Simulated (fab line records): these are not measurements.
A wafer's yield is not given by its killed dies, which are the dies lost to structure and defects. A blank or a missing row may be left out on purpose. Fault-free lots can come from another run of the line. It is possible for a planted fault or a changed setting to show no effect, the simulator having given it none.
Chamber matching || flow gf180mcu || cmp-01 running GF_V3_CMP_04: 4 sister chambers
The step polishes SiO2. 8 wafers are shown with their chamber, then 7 later ones without.

EACH WAFER AND ITS CHAMBER
{"wafer": "L326.5", "chamber": 1, "motor_current_A (A)": 11.6, "time_to_endpoint_s (s)": 72}
{"wafer": "L327.1", "chamber": 3, "motor_current_A (A)": 11.3, "time_to_endpoint_s (s)": 80}
{"wafer": "L330.1", "chamber": 2, "motor_current_A (A)": 12.9, "time_to_endpoint_s (s)": 78}
{"wafer": "L333.1", "chamber": 0, "motor_current_A (A)": 12.5, "time_to_endpoint_s (s)": 85}
{"wafer": "L333.3", "chamber": 3, "motor_current_A (A)": 11.3, "time_to_endpoint_s (s)": 79}
{"wafer": "L333.5", "chamber": 0, "motor_current_A (A)": 12.8, "time_to_endpoint_s (s)": 87}
{"wafer": "L334.3", "chamber": 1, "motor_current_A (A)": 11.6, "time_to_endpoint_s (s)": 62}
{"wafer": "L334.4", "chamber": 2, "motor_current_A (A)": 12.6, "time_to_endpoint_s (s)": 81}

WAFERS MISSING THEIR CHAMBER
{"wafer": "L334.6", "motor_current_A (A)": 13.2, "time_to_endpoint_s (s)": 73}
{"wafer": "L339.1", "motor_current_A (A)": 11.7, "time_to_endpoint_s (s)": 77}
{"wafer": "L339.2", "motor_current_A (A)": 11.7, "time_to_endpoint_s (s)": 68}
{"wafer": "L339.3", "motor_current_A (A)": 12.4, "time_to_endpoint_s (s)": 79}
{"wafer": "L345.3", "motor_current_A (A)": 11.5, "time_to_endpoint_s (s)": 72}
{"wafer": "L345.4", "motor_current_A (A)": 10.9, "time_to_endpoint_s (s)": 66}
{"wafer": "L345.5", "motor_current_A (A)": 13.3, "time_to_endpoint_s (s)": 77}

WHICH CHAMBER EACH ONE RAN IN
{"wafer": "L334.6", "from the rows above": "can't be placed: 2 or 0", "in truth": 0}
{"wafer": "L339.1", "from the rows above": "can't be placed: 1 or 3", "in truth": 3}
{"wafer": "L339.2", "from the rows above": 1, "in truth": 1}
{"wafer": "L339.3", "from the rows above": "can't be placed: 2 or 0", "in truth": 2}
{"wafer": "L345.3", "from the rows above": "can't be placed: 1 or 3", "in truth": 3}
{"wafer": "L345.4", "from the rows above": "can't be placed: 3 or 1", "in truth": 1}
{"wafer": "L345.5", "from the rows above": "can't be placed: 2 or 0", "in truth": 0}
Correct placement for 1 of the 7. Not placeable from these rows: 6 (in 6, the candidates include the true chamber). Wrongly placed: 0.
How it was worked out, from the rows above alone: a wafer's distance from a chamber is the root of the sum, over the readings, of the square of ((its reading less the chamber's mean) divided by the reading's scatter). The wafer belongs to the nearest chamber; if the next one is less than 2 further off, it can't be placed. A chamber's mean is the mean of its shown wafers. How the scatter is found: for the shown wafers, subtract from each reading the mean of its chamber, square and add these, divide the total by (wafers less chambers), then take the root.
